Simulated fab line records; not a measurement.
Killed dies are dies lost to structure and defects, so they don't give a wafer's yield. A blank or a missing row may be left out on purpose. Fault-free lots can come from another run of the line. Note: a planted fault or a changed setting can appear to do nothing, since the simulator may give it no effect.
fab line records -- flow sky130
record lots=12, wafers=36, lastDay=50
route steps=708 shown VIA4@659 METAL5@662 PASSIVATION@681 PAD_OPEN@708
lots that met no fault: from a run of the same line without faults
startH: the number of hours between the record's first day and the start of the first shown wafer of the lot -- waitH: how many hours have passed since the lot's step before this one -- " identical to the entry in the row above -- L1.1+2: several wafers, shown together as one row -- - either no value or no given start -- * or withheld: withheld -- < > ~ a bound
route shown NAME@n: names a module that has steps shown in the file, with the first one's number in the route -- usual: average and standard deviation across the fault-free wafers -- same: alike in all rows -- chamber/n: place in a boat -- sites: per-site readings -- _std_site: how widely they spread, as a standard deviation -- _edge_site: mean of outer sites minus mean of inner sites -- radiusMm: for every site, how far away it sits from the centre of the wafer -- mask NAME#n: copy n -- behind: tool/chamber where the wafer was last shaped -- hold: the reason the lot was held/the length of the hold in hours/how it ended -- device: whichever transistor did not switch (one of n, p or np) -- end of line: the route-end tests of the same wafers -- a step with no rows: only its recipe -- killed: the dies lost at the first sort to structure and to defects; this is not the yield of the wafer -- map: dies across one wafer; x = killed, . = not, _ = none there
set.NAME: the setting as run; set.NAME@STEP: as run at that earlier step -- model.NAME: the simulator's own value behind a step, which no gauge read
steps of the route over a sample of lots; a table a step, a row a wafer
services: when a tool's chamber went out of use (startH, in hours from the record's first day, below 0 if earlier), for how many hours, and the reason
## steps
# step SKY_VIA4_THK_MEAS_20
# recipe thkMeasGauge=xrf, reads=W_of_VIA4_CVD_18
# usual VIA4_W_THK=511/6.3
lot.wafer,tool,chamber,startH,waitH,VIA4_W_THK[nm]
L441.2,filmMetro-01,-,1002.21,0.1,501
L441.3,filmMetro-01,-,1002.21,0.1,505
L441.4,filmMetro-01,-,1002.21,0.1,514
L443.1,filmMetro-03,-,1010.75,0.1,502
L443.2,filmMetro-03,-,1010.75,0.1,513
L443.3,filmMetro-03,-,1010.75,0.1,502
L445.2,filmMetro-01,-,1032.16,0.1,512
L445.3,filmMetro-01,-,1032.16,0.1,508
L445.5,filmMetro-01,-,1032.16,0.1,517
L448.1,filmMetro-04,-,1054.65,0.1,513
L448.3,filmMetro-04,-,1054.65,0.1,514
L448.4,filmMetro-04,-,1054.65,0.1,518
L451.2,filmMetro-04,-,1070.67,0.1,518
L451.5,filmMetro-04,-,1070.67,0.1,509
L451.6,filmMetro-04,-,1070.67,0.1,515
L452.1,filmMetro-03,-,1080.51,0.1,511
L452.4,filmMetro-03,-,1080.51,0.1,515
L452.5,filmMetro-03,-,1080.51,0.1,513
L453.2,filmMetro-01,-,1086.53,0.1,502
L453.3,filmMetro-01,-,1086.53,0.1,497
L453.4,filmMetro-01,-,1086.53,0.1,513
L456.1,filmMetro-03,-,1099.41,0.1,503
L456.3,filmMetro-03,-,1099.41,0.1,513
L456.6,filmMetro-03,-,1099.41,0.1,510
L458.1,filmMetro-03,-,1113.81,0.1,517
L458.2,filmMetro-03,-,1113.81,0.1,512
L458.5,filmMetro-03,-,1113.81,0.1,519
L459.1,filmMetro-04,-,1117.41,0.1,507
L459.3,filmMetro-04,-,1117.41,0.1,503
L459.6,filmMetro-04,-,1117.41,0.1,511
L463.2,filmMetro-03,-,1136.18,0.1,513
L463.4,filmMetro-03,-,1136.18,0.1,512
L463.6,filmMetro-03,-,1136.18,0.1,500
L464.1,filmMetro-04,-,1141.52,0.1,505
L464.3,filmMetro-04,-,1141.52,0.1,510
L464.6,filmMetro-04,-,1141.52,0.1,508
# step SKY_METAL5_SPUTTER_01
# recipe material=TiN, targetThkNm=20, powerW=6500, timeS=16.7, chamberPressurePa=0.4
# usual throttleValvePct=30.6/1.1
lot.wafer,tool,chamber,startH,waitH,throttleValvePct
L441.2,pvdSputter-02,-,1002.58,0.0,28.8
L441.3,pvdSputter-02,-,1002.58,0.0,31.9
L441.4,pvdSputter-02,-,1002.58,0.0,31.0
L443.1,pvdSputter-03,-,1011.13,0.0,30.6
L443.2,pvdSputter-03,-,1011.13,0.0,29.3
L443.3,pvdSputter-03,-,1011.13,0.0,29.6
L445.2,pvdSputter-02,-,1032.58,0.0,31.8
L445.3,pvdSputter-02,-,1032.58,0.0,32.1
L445.5,pvdSputter-02,-,1032.58,0.0,32.0
L448.1,pvdSputter-02,-,1055.03,0.0,31.8
L448.3,pvdSputter-02,-,1055.03,0.0,32.0
L448.4,pvdSputter-02,-,1055.03,0.0,29.3
L451.2,pvdSputter-02,-,1071.04,0.0,31.7
L451.5,pvdSputter-02,-,1071.04,0.0,31.7
L451.6,pvdSputter-02,-,1071.04,0.0,29.1
L452.1,pvdSputter-01,-,1080.90,0.0,30.8
L452.4,pvdSputter-01,-,1080.90,0.0,30.1
L452.5,pvdSputter-01,-,1080.90,0.0,30.8
L453.2,pvdSputter-01,-,1086.90,0.0,29.1
L453.3,pvdSputter-01,-,1086.90,0.0,30.6
L453.4,pvdSputter-01,-,1086.90,0.0,30.9
L456.1,pvdSputter-01,-,1099.79,0.0,28.9
L456.3,pvdSputter-01,-,1099.79,0.0,30.8
L456.6,pvdSputter-01,-,1099.79,0.0,31.1
L458.1,pvdSputter-02,-,1114.20,0.0,31.8
L458.2,pvdSputter-02,-,1114.20,0.0,31.5
L458.5,pvdSputter-02,-,1114.20,0.0,28.8
L459.1,pvdSputter-02,-,1117.79,0.0,29.0
L459.3,pvdSputter-02,-,1117.79,0.0,31.7
L459.6,pvdSputter-02,-,1117.79,0.0,31.7
L463.2,pvdSputter-02,-,1136.59,0.0,29.2
L463.4,pvdSputter-02,-,1136.59,0.0,31.7
L463.6,pvdSputter-02,-,1136.59,0.0,29.2
L464.1,pvdSputter-02,-,1141.90,0.0,31.9
L464.3,pvdSputter-02,-,1141.90,0.0,31.8
L464.6,pvdSputter-02,-,1141.90,0.0,31.8
# step SKY_METAL5_SPUTTER_04
# recipe material=TiN, targetThkNm=70, powerW=6500, timeS=58.3, chamberPressurePa=0.4
# usual throttleValvePct=30.6/1.1
lot.wafer,tool,chamber,startH,waitH,throttleValvePct
L441.2,pvdSputter-02,-,1002.67,0.0,29.1
L441.3,pvdSputter-02,-,1002.67,0.0,31.8
L441.4,pvdSputter-02,-,1002.67,0.0,31.0
L443.1,pvdSputter-03,-,1011.23,0.0,30.7
L443.2,pvdSputter-03,-,1011.23,0.0,29.5
L443.3,pvdSputter-03,-,1011.23,0.0,29.0
L445.2,pvdSputter-02,-,1032.68,0.0,32.0
L445.3,pvdSputter-02,-,1032.68,0.0,32.4
L445.5,pvdSputter-02,-,1032.68,0.0,32.1
L448.1,pvdSputter-02,-,1055.13,0.0,31.6
L448.3,pvdSputter-02,-,1055.13,0.0,31.8
L448.4,pvdSputter-02,-,1055.13,0.0,29.0
L451.2,pvdSputter-02,-,1071.13,0.0,31.7
L451.5,pvdSputter-02,-,1071.13,0.0,31.6
L451.6,pvdSputter-02,-,1071.13,0.0,29.0
L452.1,pvdSputter-01,-,1080.99,0.0,30.7
L452.4,pvdSputter-01,-,1080.99,0.0,30.3
L452.5,pvdSputter-01,-,1080.99,0.0,31.1
L453.2,pvdSputter-01,-,1087.00,0.0,28.9
L453.3,pvdSputter-01,-,1087.00,0.0,30.7
L453.4,pvdSputter-01,-,1087.00,0.0,31.2
L456.1,pvdSputter-01,-,1099.89,0.0,29.0
L456.3,pvdSputter-01,-,1099.89,0.0,30.6
L456.6,pvdSputter-01,-,1099.89,0.0,31.1
L458.1,pvdSputter-02,-,1114.29,0.0,31.8
L458.2,pvdSputter-02,-,1114.29,0.0,31.6
L458.5,pvdSputter-02,-,1114.29,0.0,29.0
L459.1,pvdSputter-02,-,1117.89,0.0,29.2
L459.3,pvdSputter-02,-,1117.89,0.0,31.8
L459.6,pvdSputter-02,-,1117.89,0.0,31.9
L463.2,pvdSputter-02,-,1136.68,0.0,29.2
L463.4,pvdSputter-02,-,1136.68,0.0,31.6
L463.6,pvdSputter-02,-,1136.68,0.0,28.8
L464.1,pvdSputter-02,-,1142.00,0.0,31.6
L464.3,pvdSputter-02,-,1142.00,0.0,32.1
L464.6,pvdSputter-02,-,1142.00,0.0,31.9
# step SKY_PASSIVATION_CVD_00
# recipe material=SiO2, targetThkNm=90, tempC=400, timeS=withheld, rfW=600
# usual heaterPowerW=681/68
lot.wafer,tool,chamber,startH,waitH,heaterPowerW
L441.2,pecvd-02,2,1026.48,0.0,682
L441.3,pecvd-02,0,1026.48,0.0,769
L441.4,pecvd-02,2,1026.48,0.0,672
L443.1,pecvd-02,2,1034.98,0.0,616
L443.2,pecvd-02,1,1034.98,0.0,594
L443.3,pecvd-02,0,1034.98,0.0,795
L445.2,pecvd-02,1,1056.14,0.0,594
L445.3,pecvd-02,2,1056.14,0.0,656
L445.5,pecvd-02,2,1056.14,0.0,661
L448.1,pecvd-04,1,1076.70,0.0,797
L448.3,pecvd-04,2,1076.70,0.0,742
L448.4,pecvd-04,2,1076.70,0.0,728
L451.2,pecvd-02,0,1091.93,0.0,795
L451.5,pecvd-02,1,1091.93,0.0,677
L451.6,pecvd-02,2,1091.93,0.0,749
L452.1,pecvd-02,0,1101.84,0.0,785
L452.4,pecvd-02,1,1101.84,0.0,683
L452.5,pecvd-02,0,1101.84,0.0,786
L453.2,pecvd-01,1,1106.99,0.0,629
L453.3,pecvd-01,2,1106.99,0.0,691
L453.4,pecvd-01,0,1106.99,0.0,585
L456.1,pecvd-01,2,1120.68,0.0,642
L456.3,pecvd-01,0,1120.68,0.0,710
L456.6,pecvd-01,2,1120.68,0.0,675
L458.1,pecvd-04,0,1134.28,0.0,702
L458.2,pecvd-04,1,1134.28,0.0,666
L458.5,pecvd-04,2,1134.28,0.0,710
L459.1,pecvd-04,1,1137.98,0.0,755
L459.3,pecvd-04,2,1137.98,0.0,764
L459.6,pecvd-04,1,1137.98,0.0,783
L463.2,pecvd-01,0,1155.59,0.0,577
L463.4,pecvd-01,1,1155.59,0.0,623
L463.6,pecvd-01,2,1155.59,0.0,664
L464.1,pecvd-01,0,1160.70,0.0,723
L464.3,pecvd-01,2,1160.70,0.0,636
L464.6,pecvd-01,2,1160.70,0.0,647
# step SKY_PASSIVATION_THK_MEAS_01
# recipe reads=SiO2_of_PASSIVATION_CVD_00
# usual PASSIVATION_CVD_00_THK=90.4/1.2
lot.wafer,tool,chamber,startH,waitH,PASSIVATION_CVD_00_THK[nm]
L441.2,filmMetro-01,-,1026.51,-,90.4
L441.3,filmMetro-01,-,1026.51,-,89.6
L441.4,filmMetro-01,-,1026.51,-,91.8
L443.1,filmMetro-01,-,1035.00,-,90.0
L443.2,filmMetro-01,-,1035.00,-,89.3
L443.3,filmMetro-01,-,1035.00,-,88.9
L445.2,filmMetro-01,-,1056.17,-,88.5
L445.3,filmMetro-01,-,1056.17,-,91.0
L445.5,filmMetro-01,-,1056.17,-,91.4
L448.1,filmMetro-03,-,1076.72,-,89.2
L448.3,filmMetro-03,-,1076.72,-,90.0
L448.4,filmMetro-03,-,1076.72,-,91.5
L451.2,filmMetro-01,-,1091.96,-,89.7
L451.5,filmMetro-01,-,1091.96,-,58.9
L451.6,filmMetro-01,-,1091.96,-,93.3
L452.1,filmMetro-01,-,1101.86,-,57.9
L452.4,filmMetro-01,-,1101.86,-,92.0
L452.5,filmMetro-01,-,1101.86,-,58.0
L453.2,filmMetro-01,-,1107.03,-,91.2
L453.3,filmMetro-01,-,1107.03,-,89.7
L453.4,filmMetro-01,-,1107.03,-,89.5
L456.1,filmMetro-02,-,1120.70,-,89.7
L456.3,filmMetro-02,-,1120.70,-,88.8
L456.6,filmMetro-02,-,1120.70,-,90.8
L458.1,filmMetro-03,-,1134.30,-,90.7
L458.2,filmMetro-03,-,1134.30,-,90.6
L458.5,filmMetro-03,-,1134.30,-,92.0
L459.1,filmMetro-02,-,1138.00,-,89.7
L459.3,filmMetro-02,-,1138.00,-,89.0
L459.6,filmMetro-02,-,1138.00,-,91.6
L463.2,filmMetro-02,-,1155.62,-,89.3
L463.4,filmMetro-02,-,1155.62,-,92.2
L463.6,filmMetro-02,-,1155.62,-,91.3
L464.1,filmMetro-02,-,1160.72,-,89.3
L464.3,filmMetro-02,-,1160.72,-,90.1
L464.6,filmMetro-02,-,1160.72,-,89.9
# step SKY_PAD_OPEN_PROBE_99
# usual defectLimitedYield=82.7/1.7, killed_at_M0_to_M3=44/7.1, killed_at_M4_up=3.3/1.8, killedAtContacts=23/5.5, killedAtFrontEnd=15/4.5, killedAtOther=0.2/0.48, killedDies=85/8.4, killedOpen=46/6.6, killedShort=39/6.1, sort_bin_3_pad_short=0.9/0.36, sort_bin_5_function=10.3/1.4, sort_bin_6_memory=6.2/1, sortNPass=407/8.4, sortYieldPct=82.7/1.7
# same grossDies=492, killedAtBackSide=0, sort_bin_4_leakage[%]=0, sort_bin_8_speed[%]=0
lot.wafer,tool,chamber,startH,waitH,defectLimitedYield[%],killed_at_M0_to_M3,killed_at_M4_up,killedAtContacts,killedAtFrontEnd,killedAtOther,killedDies,killedOpen,killedShort,sort_bin_3_pad_short[%],sort_bin_5_function[%],sort_bin_6_memory[%],sortNPass,sortYieldPct[%]
L441.2,prober-01,-,1072.49,0.1,83.1,47,4,16,16,0,83,51,32,0.6,10.8,5.5,409,83.1
L441.3,prober-01,-,1072.54,0.2,79.1,54,7,28,14,0,103,65,38,1.0,12.6,7.3,389,79.1
L441.4,prober-01,-,1072.59,0.2,84.6,42,2,24,8,0,76,34,42,0.8,8.7,5.9,416,84.6
L448.1,prober-02,-,1119.10,0.1,82.3,43,3,24,17,0,87,43,44,1.0,10.6,6.1,405,82.3
L448.3,prober-02,-,1119.20,0.2,80.7,57,1,18,19,0,95,49,43,0.6,12.0,6.7,397,80.7
L448.4,prober-02,-,1119.25,0.2,83.7,38,8,22,12,0,80,45,32,0.4,9.8,6.1,412,83.7
L451.2,prober-01,-,1134.59,0.1,85.2,41,1,17,14,0,73,48,25,1.2,8.7,4.9,419,85.2
L451.5,prober-01,-,1134.74,0.2,81.5,39,2,30,19,1,91,45,46,0.8,8.5,9.1,401,81.5
L451.6,prober-01,-,1134.79,0.2,80.1,63,1,20,14,0,98,54,44,1.0,11.2,7.7,394,80.1
L456.1,prober-01,-,1159.89,0.1,82.9,48,5,20,11,0,84,52,32,0.2,10.2,6.7,408,82.9
L456.3,prober-01,-,1159.99,0.2,83.5,50,2,21,8,0,81,46,34,0.6,9.6,6.3,411,83.5
L456.6,prober-01,-,1160.14,0.2,85.6,41,1,9,20,0,71,44,27,0.4,7.9,6.1,421,85.6
L458.1,prober-02,-,1172.45,0.1,82.1,51,3,24,10,0,88,42,46,0.4,12.0,5.5,404,82.1
L458.2,prober-02,-,1172.50,0.1,80.3,42,3,33,19,0,97,59,38,0.6,12.6,6.5,395,80.3
L458.5,prober-02,-,1172.65,0.2,83.1,41,1,29,12,0,83,41,42,1.0,10.0,5.9,409,83.1
L459.1,prober-01,-,1176.54,0.1,83.1,49,2,16,16,0,83,44,39,1.4,9.6,5.9,409,83.1
L459.3,prober-01,-,1176.64,0.2,81.5,39,1,32,19,0,91,56,35,1.2,11.2,6.1,401,81.5
L459.6,prober-01,-,1176.79,0.2,85.2,38,3,15,16,1,73,39,33,0.4,8.5,5.9,419,85.2
# killed by level:class
L441.2 VIA1:geometricParticle:open=12 LI_CONTACT:geometricParticle:open=8 VIA2:geometricParticle:open=8 POLY_GATE:geometricParticle:open=7 METAL2:geometricParticle:short=7 VIA1:geometricParticle:short=6 CONTACT:geometricParticle:open=5 VIA3:geometricParticle:open=4
L441.3 VIA1:geometricParticle:open=15 CONTACT:geometricParticle:open=14 VIA2:geometricParticle:open=8 LI_CONTACT:geometricParticle:open=7 METAL2:geometricParticle:short=7 VIA3:geometricParticle:open=7 VIA2:geometricParticle:short=5 FIELD_ISO:geometricParticle:open=4
L441.4 VIA1:geometricParticle:open=9 CONTACT:geometricParticle:open=8 METAL1:geometricParticle:short=8 LI_CONTACT:geometricParticle:open=7 CONTACT:geometricParticle:short=4 METAL2:geometricParticle:short=4 VIA2:geometricParticle:short=4 METAL3:geometricParticle:short=4
L448.1 VIA1:geometricParticle:open=12 CONTACT:geometricParticle:open=10 VIA1:geometricParticle:short=8 CONTACT:geometricParticle:short=6 METAL3:geometricParticle:short=6 FIELD_ISO:geometricParticle:open=5 VIA3:geometricParticle:open=5 METAL2:geometricParticle:short=4
L448.3 VIA1:geometricParticle:open=13 VIA3:geometricParticle:open=9 METAL1:geometricParticle:short=7 POLY_GATE:geometricParticle:open=6 VIA1:geometricParticle:short=6 VIA2:geometricParticle:open=5 VIA3:geometricParticle:short=5 POLY_GATE:geometricParticle:short=4
L448.4 CONTACT:geometricParticle:open=11 VIA1:geometricParticle:open=8 VIA2:geometricParticle:open=8 VIA2:geometricParticle:short=5 METAL4:geometricParticle:short=5 VIA3:geometricParticle:open=5 LI_CONTACT:geometricParticle:short=4 LI_CONTACT:geometricParticle:open=4
L451.2 VIA1:geometricParticle:open=8 VIA3:geometricParticle:open=8 VIA2:geometricParticle:open=7 FIELD_ISO:geometricParticle:open=6 CONTACT:geometricParticle:open=6 CONTACT:geometricParticle:short=4 POLY_GATE:geometricParticle:open=3 LOCAL_INTERCONNECT:geometricParticle:open=3
L451.5 CONTACT:geometricParticle:open=9 LI_CONTACT:geometricParticle:open=7 METAL1:geometricParticle:short=7 POLY_GATE:geometricParticle:short=6 CONTACT:geometricParticle:short=6 VIA1:geometricParticle:open=6 VIA2:geometricParticle:open=6 METAL2:geometricParticle:short=5
L451.6 VIA1:geometricParticle:open=17 VIA3:geometricParticle:open=11 VIA2:geometricParticle:open=8 CONTACT:geometricParticle:open=7 LOCAL_INTERCONNECT:geometricParticle:short=6 VIA1:geometricParticle:short=5 METAL2:geometricParticle:short=5 FIELD_ISO:geometricParticle:short=4
L456.1 VIA1:geometricParticle:open=11 CONTACT:geometricParticle:open=9 VIA2:geometricParticle:open=7 VIA3:geometricParticle:open=7 VIA1:geometricParticle:short=6 LI_CONTACT:geometricParticle:open=5 METAL4:geometricParticle:short=5 CONTACT:geometricParticle:short=4
L456.3 VIA1:geometricParticle:open=16 CONTACT:geometricParticle:open=8 VIA3:geometricParticle:open=8 VIA1:geometricParticle:short=7 VIA2:geometricParticle:open=6 CONTACT:geometricParticle:short=5 METAL2:geometricParticle:short=5 LI_CONTACT:geometricParticle:open=4
L456.6 VIA1:geometricParticle:open=18 METAL2:geometricParticle:short=6 POLY_GATE:geometricParticle:open=5 CONTACT:geometricParticle:open=5 VIA3:geometricParticle:open=5 POLY_GATE:geometricParticle:short=4 VIA2:geometricParticle:open=4 FIELD_ISO:geometricParticle:short=3
L458.1 VIA3:geometricParticle:open=8 VIA2:geometricParticle:open=8 CONTACT:geometricParticle:open=7 METAL2:geometricParticle:short=7 VIA1:geometricParticle:open=6 LI_CONTACT:geometricParticle:open=6 CONTACT:geometricParticle:short=6 VIA1:geometricParticle:short=5
L458.2 LI_CONTACT:geometricParticle:open=11 VIA1:geometricParticle:open=9 POLY_GATE:geometricParticle:open=8 CONTACT:geometricParticle:open=8 VIA1:geometricParticle:short=7 LOCAL_INTERCONNECT:geometricParticle:short=7 VIA3:geometricParticle:open=7 FIELD_ISO:geometricParticle:open=6
L458.5 CONTACT:geometricParticle:open=11 LI_CONTACT:geometricParticle:open=6 METAL1:geometricParticle:short=6 CONTACT:geometricParticle:short=6 VIA1:geometricParticle:open=6 VIA1:geometricParticle:short=6 FIELD_ISO:geometricParticle:short=5 METAL2:geometricParticle:short=4
L459.1 VIA1:geometricParticle:open=12 VIA3:geometricParticle:open=7 VIA3:geometricParticle:short=6 METAL2:geometricParticle:short=5 VIA2:geometricParticle:short=5 FIELD_ISO:geometricParticle:open=4 POLY_GATE:geometricParticle:open=4 CONTACT:geometricParticle:open=4
L459.3 CONTACT:geometricParticle:open=13 VIA1:geometricParticle:open=9 LI_CONTACT:geometricParticle:open=6 VIA2:geometricParticle:open=6 VIA3:geometricParticle:open=6 FIELD_ISO:geometricParticle:short=5 POLY_GATE:geometricParticle:open=5 CONTACT:geometricParticle:short=5
L459.6 VIA1:geometricParticle:open=10 FIELD_ISO:geometricParticle:short=5 LI_CONTACT:geometricParticle:open=5 METAL1:geometricParticle:short=5 VIA3:geometricParticle:open=5 FIELD_ISO:geometricParticle:open=4 METAL2:geometricParticle:short=4 VIA1:geometricParticle:short=4
## services
tool,chamber,startH,hours,kind
pecvd-04,1,999.38,-,clean
pecvd-04,1,999.38,-,consumableReplace:showerhead
pecvd-04,1,999.38,29.0,scheduledDown
pecvd-04,1,999.38,29.0,ventCycle
pecvd-04,2,1021.68,2.1,scheduledDown
pecvd-04,0,1025.50,2.1,scheduledDown
pvdSputter-02,1,1032.23,-,consumableReplace:kit
pvdSputter-02,1,1032.23,18.0,scheduledDown
pvdSputter-02,1,1032.23,18.0,ventCycle
pecvd-04,1,1047.11,5.5,scheduledDown
pvdSputter-01,3,1056.59,-,consumableReplace:kit
pvdSputter-01,3,1056.59,18.0,scheduledDown
pvdSputter-01,3,1056.59,18.0,ventCycle
pecvd-01,-,1063.75,1.1,repair
pecvd-02,2,1064.89,4.6,repair
pecvd-01,2,1081.08,12.3,repair
pvdSputter-02,-,1090.04,1.3,repair
pecvd-04,1,1102.63,4.6,scheduledDown
pvdSputter-01,-,1107.61,8.2,repair
pvdSputter-02,0,1127.53,-,consumableReplace:kit
pvdSputter-02,0,1127.53,18.0,scheduledDown
pvdSputter-02,0,1127.53,18.0,ventCycle
pvdSputter-01,-,1136.47,5.7,repair
pecvd-02,-,1140.54,0.9,repair
## key
firstSign step=SKY_PASSIVATION_THK_MEAS_01, reading=PASSIVATION_CVD_00_THK, direction=down, sigmas=27, usual=90.4, struck=58.3
effect none on later readings
metAt SKY_PASSIVATION_CVD_00
struckLots L451,L452
struckWafers L451.5,L452.1,L452.5
notActingAt SKY_VIA4_THK_MEAS_20,SKY_METAL5_SPUTTER_01,SKY_METAL5_SPUTTER_04
onsetBetween 1056.14 1091.93
fault kind=processParameterDrift, tool=pecvd-02, chamber=-, onsetH=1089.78, steps=SKY_PASSIVATION_CVD_00, channel=targetThkNm, offset=-32.546, shape=step, endH=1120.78, scope=struckWafersOnly, actsIn=theseRecipesOnly, stated=90
